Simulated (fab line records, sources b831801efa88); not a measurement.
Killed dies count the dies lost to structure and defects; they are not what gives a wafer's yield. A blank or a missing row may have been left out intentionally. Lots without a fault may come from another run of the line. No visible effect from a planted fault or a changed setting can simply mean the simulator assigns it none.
Struck lot and sound lot, side by side | flow gf180mcu | 34 steps out of a route of 602
Sound: the wafers L331.2, L331.3, L331.6. Struck: wafers L342.2, L342.4, L342.6. At the end, the cause is stated.
At each step with rows: each side's tool, then ch and its chambers, then its first start. Under that, the readings that differ: sound wafers | struck wafers | difference of the means | sigmas: that difference in standard deviations of wafers without a fault.
alike: readings whose means differ by less than 2 such deviations, and words and numbers that are the same on both sides. not compared: withheld readings, readings that some wafer has no value for, bounds like >300 that may hide the same value, and numbers for which the record gives no deviation and whose values overlap.
Wherever a step has rows on one side only, a row that says differs or no value, or a row with sigmas, the two part there. Numbers that don't overlap but have no deviation are shown without sigmas and don't part them. Lack of a reading on every wafer of one side parts them only where that side has two or more wafers.

first, 3 steps without rows for these wafers: GF_LVPWELL_EXPOSE_04 (exposes mask LVPWELL, target cd 600 nm); GF_LVPWELL_PEB_05; GF_LVPWELL_DEVELOP_06 (develop time 60 s).
GF_LVPWELL_OVL_MEAS_07:
  sound on overlay-02, day 4 09:40; struck on overlay-01, day 7 04:38
  alike: LVPWELL_OVL
then, 2 steps without rows for these wafers: GF_LVPWELL_IMPLANT_08; GF_LVPWELL_IMPLANT_09.
GF_LVPWELL_STRIP_10: strips in O2/N2.
  sound on plasmaAsher-01 ch 0,1, day 4 09:59; struck on plasmaAsher-02 ch 0, day 7 04:58
reading                  | sound             | struck            | difference | sigmas
drypumpMotorCurrentA (A) | 5.2 5.2 5.4       | 6.7 6.7 6.7       | +1.4       | +2
stripTimeToEndpointS (s) | 36.90 36.99 36.92 | 37.12 37.15 37.16 | +0.21      | +2
  alike: heaterPowerW, oesProductAu, platenTempC
  not compared: rfHoursCounterH
GF_LVPWELL_TW_MEAS_11:
  sound on filmMetro-04, day 4 10:06; struck on filmMetro-01, day 7 05:04
reading    | sound       | struck      | difference | sigmas
LVPWELL_TW | 571 572 571 | 558 561 559 | -12        | -3
then, 4 steps without rows for these wafers: GF_MVSD_DEHYDRATE_00 (time 60 s); GF_MVSD_HMDS_01 (prime time 60 s); GF_MVSD_COAT_02 (resist thk 3000 nm); GF_MVSD_SOFTBAKE_03.
GF_MVSD_EXPOSE_04: exposes mask MVSD, target cd 1000 nm.
  sound on ilineStepper-01 ch 0, day 4 16:02; struck on ilineStepper-02 ch 0, day 7 12:58
reading | sound                | struck                  | difference | sigmas
mask    | MVSD#0 MVSD#0 MVSD#0 | MVPSD#0 MVPSD#0 MVPSD#0 | differs    | 
then, 2 steps without rows for these wafers: GF_MVSD_PEB_05; GF_MVSD_DEVELOP_06 (develop time 60 s).
GF_MVSD_OVL_MEAS_07:
  sound on overlay-01, day 4 22:29; struck on overlay-02, day 7 20:55
reading       | sound       | struck | difference                    | sigmas
MVSD_OVL (nm) | 2.2 3.0 4.1 | - - -  | no value on the struck wafers | 
then, 2 steps without rows for these wafers: GF_MVSD_IMPLANT_08; GF_MVSD_IMPLANT_09.
GF_MVSD_STRIP_10: strips in O2/N2.
  sound on plasmaAsher-03 ch 0, day 4 22:49; struck on plasmaAsher-02 ch 0,1, day 7 21:15
reading         | sound                | struck               | difference | sigmas
platenTempC (C) | 250.01 250.13 250.59 | 249.54 249.78 249.85 | -0.52      | -3
  alike: drypumpMotorCurrentA, heaterPowerW, oesProductAu, stripTimeToEndpointS
  not compared: rfHoursCounterH
GF_MVSD_TW_MEAS_11:
  sound on filmMetro-01, day 4 22:55; struck on filmMetro-03, day 7 21:22
reading | sound          | struck   | difference | sigmas
MVSD_TW | 1594 1579 1582 | 30 30 30 | -1555      | -99 or more
then, 7 steps without rows for these wafers: GF_MVPSD_DEHYDRATE_00 (time 60 s); GF_MVPSD_HMDS_01 (prime time 60 s); GF_MVPSD_COAT_02 (resist thk 3000 nm); GF_MVPSD_SOFTBAKE_03; GF_MVPSD_EXPOSE_04 (exposes mask MVPSD, target cd 1000 nm); GF_MVPSD_PEB_05; GF_MVPSD_DEVELOP_06 (develop time 60 s).
GF_MVPSD_OVL_MEAS_07:
  sound on overlay-01, day 5 12:59; struck on overlay-01, day 8 13:19
  alike: MVPSD_OVL
then, 2 steps without rows for these wafers: GF_MVPSD_IMPLANT_08; GF_MVPSD_IMPLANT_09.
GF_MVPSD_STRIP_10: strips in O2/N2.
  sound on plasmaAsher-03 ch 1, day 5 13:19; struck on plasmaAsher-02 ch 0, day 8 13:38
reading                  | sound             | struck            | difference | sigmas
drypumpMotorCurrentA (A) | 4.9 5.0 4.9       | 6.7 6.7 6.7       | +1.8       | +3
stripTimeToEndpointS (s) | 37.00 36.95 37.08 | 36.82 36.84 36.73 | -0.21      | -2
  alike: heaterPowerW, oesProductAu, platenTempC
  not compared: rfHoursCounterH
GF_MVPSD_TW_MEAS_11:
  sound on filmMetro-03, day 5 13:26; struck on filmMetro-03, day 8 13:46
reading  | sound       | struck         | difference | sigmas
MVPSD_TW | 559 560 561 | 1606 1603 1601 | +1043      | +99 or more
then, 1 step without rows for these wafers: GF_VT_IMPLANT_DEHYDRATE_00 (time 60 s).
-- a jump in the record: the struck wafers' starts before and after are 25 days apart (it breaks off in module VT_IMPLANT and resumes in module PASSIVATION, where the first step shown is number 602 of the route) --
GF_PASSIVATION_PROBE_99:
  record: rows for the struck wafers here (prober-02, day 33 03:36), none for the sound ones

== WHERE THEY PART ==
Earliest at GF_LVPWELL_STRIP_10; latest, in this record, at GF_PASSIVATION_PROBE_99.

WHY: what had been put in by the simulator
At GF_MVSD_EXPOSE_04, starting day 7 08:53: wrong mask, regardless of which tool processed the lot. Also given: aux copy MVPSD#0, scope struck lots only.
